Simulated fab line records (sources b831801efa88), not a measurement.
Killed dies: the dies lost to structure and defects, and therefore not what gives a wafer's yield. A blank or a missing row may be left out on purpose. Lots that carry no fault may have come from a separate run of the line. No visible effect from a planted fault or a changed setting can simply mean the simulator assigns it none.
Struck lot and sound lot, side by side | flow gf180mcu | 15 steps out of a route of 602
Sound: the wafers L837.2, L837.3, L837.5. Wafers L836.1, L836.2, L836.4 were the ones struck. The cause comes at the end.
For every step that has rows: the tool of each side, followed by ch and its chambers, followed by its first start. Under that, the readings that differ: sound wafers | struck wafers | difference of the means | sigmas: that difference in standard deviations of wafers without a fault.
alike: same words and numbers on both sides, and readings whose means sit less than 2 such deviations apart. not compared: any withheld reading, any reading some wafer has no value for, any bound like >300 that may hide the same value, and any number with overlapping values for which the record gives no deviation.
The two part at a step that has a row with sigmas, a row that says differs or no value, or rows on one side only. When numbers do not overlap yet have no deviation, they are printed without sigmas and do not part them. A reading missing from all wafers of one side parts the sides only when that side holds two or more wafers.

first, 1 step without rows for these wafers: GF_SALICIDE_WET_ETCH_01 (etches SiO2 in dHF, target depth 5 nm, time 100 s).
GF_SALICIDE_SPUTTER_02: material Co, target thk 10 nm, time 20 s.
  sound: pvd-sputter-03 at day 21 07:05; struck: pvd-sputter-01 at day 20 23:59
  alike: throttle-valve-pct
GF_SALICIDE_SPUTTER_03: material TiN, target thk 20 nm, time 16.7 s.
  sound: pvd-sputter-03 at day 21 07:07; struck: pvd-sputter-01 at day 21 00:01
  alike: throttle-valve-pct
GF_SALICIDE_RS_MEAS_04: a four-point-probe measurement.
  sound: film-metro-02 at day 21 07:09; struck: film-metro-03 at day 21 00:02
  alike: SALICIDE_TIN_RS
GF_SALICIDE_THK_MEAS_05: measures by xrf.
  sound: film-metro-02 at day 21 07:16; struck: film-metro-03 at day 21 00:09
  alike: SALICIDE_TIN_THK
GF_SALICIDE_RTA_06: time 30 s.
  sound on rtp-anneal-02 ch 0, day 21 07:20; struck on rtp-anneal-01 ch 0, day 21 00:13
  reading            | sound             | struck            | difference | sigmas
  lamp-power-pct (%) | 6.612 6.615 6.607 | 6.599 6.589 6.582 | -0.021     | -2
  alike: wafer_temp_C_max
then, 1 step without rows for these wafers: GF_SALICIDE_WET_ETCH_07 (etches the open film in SPM, target depth 120 nm).
GF_SALICIDE_RTA_08: time 30 s.
  sound on rtp-anneal-01 ch 0, day 21 07:31; struck on rtp-anneal-02 ch 0, day 21 00:24
  reading          | sound             | struck            | difference | sigmas
  wafer_temp_C_max | 805.5 805.9 805.3 | 802.5 802.2 802.2 | -3.3       | -2
  alike: lamp-power-pct
then, 1 step without rows for these wafers: GF_CONTACT_CVD_00 (deposits SiO2, target thk 300 nm, time 50 s).
GF_CONTACT_THK_MEAS_01:
  sound: film-metro-02 at day 21 07:40; struck: film-metro-04 at day 21 00:33
  reading                 | sound       | struck      | difference | sigmas
  CONTACT_CVD_00_THK (nm) | 303 301 303 | 293 295 297 | -7         | -2
GF_CONTACT_CVD_02: deposits SiO2 from TEOS, target thk 860 nm, time 95.992 s.
  sound on pecvd-03 ch 1,2, day 21 07:43; struck on pecvd-04 ch 0,2, day 21 00:37
  alike: heater-power-w
GF_CONTACT_THK_MEAS_03:
  sound: film-metro-02 at day 21 07:47; struck: film-metro-04 at day 21 00:41
  alike: CONTACT_CVD_02_THK
GF_CONTACT_CMP_04: polishes SiO2.
  sound on cmp-02 ch 1,2,3, day 21 07:53; struck on cmp-01 ch 0,1,2, day 21 00:55
  no value came back on the struck wafers for edge-zone-pressure-frac, head-pressure-psi (psi), motor-current-A (A), time-to-endpoint-s (s); on the sound wafers edge-zone-pressure-frac reads 0.999 0.992 1.001
  reading                                  | sound             | struck          | difference | sigmas
  model.SiO2_of_CONTACT_CVD_02.thk-nm (nm) | 560.7 559.8 560.6 | 854.9 861.9 872 | +302.6     |
GF_CONTACT_BOW_MEAS_05:
  sound: film-metro-04 at day 21 08:10; struck: film-metro-02 at day 21 01:30
  reading          | sound    | struck | difference                    | sigmas
  CONTACT_BOW (um) | 68 67 73 | - - -  | no value on the struck wafers |
  not compared: hold
GF_PASSIVATION_PROBE_99:
  the record has rows for the sound wafers here (prober-01, day 33 17:29) and none for the struck ones

## WHERE THEY PART
First at GF_SALICIDE_RTA_06; last, within this record, at GF_PASSIVATION_PROBE_99.

WHY: the cause the simulator had injected
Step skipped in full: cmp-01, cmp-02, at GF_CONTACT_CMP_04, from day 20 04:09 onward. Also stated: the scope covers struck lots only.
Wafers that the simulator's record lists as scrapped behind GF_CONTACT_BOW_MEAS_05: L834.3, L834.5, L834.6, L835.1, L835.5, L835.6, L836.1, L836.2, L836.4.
